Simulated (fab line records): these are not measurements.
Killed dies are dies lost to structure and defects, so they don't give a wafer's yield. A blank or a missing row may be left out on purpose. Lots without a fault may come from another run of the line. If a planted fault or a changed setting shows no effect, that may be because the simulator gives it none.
Chamber matching	flow gf180mcu	GF_V1_CVD_02 on pecvd-04: 3 sister chambers
The step deposits SiO2 from TEOS, target thk 850 nm, time 94.851 s. 20 wafers are shown with their chamber, then 10 later ones without.

== EACH WAFER AND ITS CHAMBER ==
wafer	chamber	heater_power_w (W)
L075.3	2	606
L075.4	1	587
L075.5	2	663
L076.1	2	646
L076.5	2	676
L076.6	1	686
L082.4	2	592
L082.5	1	564
L082.6	0	508
L084.1	1	639
L084.3	0	636
L084.6	1	702
L085.1	1	706
L085.4	0	629
L085.6	1	581
L087.1	0	620
L087.3	2	727
L087.4	2	752
L090.2	0	576
L090.3	1	660

SIGNATURES (averages over the wafers above)
reading	chamber 0	chamber 1	chamber 2	scatter within a chamber
heater_power_w	593.80	640.62	666.00	56.8
Rule: distance of a wafer from a chamber = root of the sum over the readings of ((wafer's reading minus chamber's mean) / reading's scatter) squared. If the next closest chamber is less than 2 further off than the closest, the wafer can't be placed; otherwise it belongs to the closest. The scatter: take each reading less its chamber's mean, square it, sum over the shown wafers, divide by the number of wafers less the number of chambers, and take the root.

== WAFERS WITHOUT THEIR CHAMBER ==
wafer	heater_power_w (W)
L090.5	585
L094.3	617
L094.4	699
L094.6	746
L095.3	753
L095.4	597
L095.5	645
L097.2	605
L097.4	521
L097.6	666

== WHICH CHAMBER EACH ONE RAN IN ==
wafer	from the rows above	in truth
L090.5	can't be placed: 0 or 1 or 2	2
L094.3	can't be placed: 0 or 1 or 2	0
L094.4	can't be placed: 2 or 1 or 0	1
L094.6	can't be placed: 2 or 1 or 0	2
L095.3	can't be placed: 2 or 1 or 0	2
L095.4	can't be placed: 0 or 1 or 2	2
L095.5	can't be placed: 1 or 2 or 0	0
L097.2	can't be placed: 0 or 1 or 2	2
L097.4	can't be placed: 0 or 1 or 2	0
L097.6	can't be placed: 2 or 1 or 0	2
0 of 10 placed correctly. These rows do not allow placing 10 (true chamber among the candidates in 10). Number placed wrongly: 0.
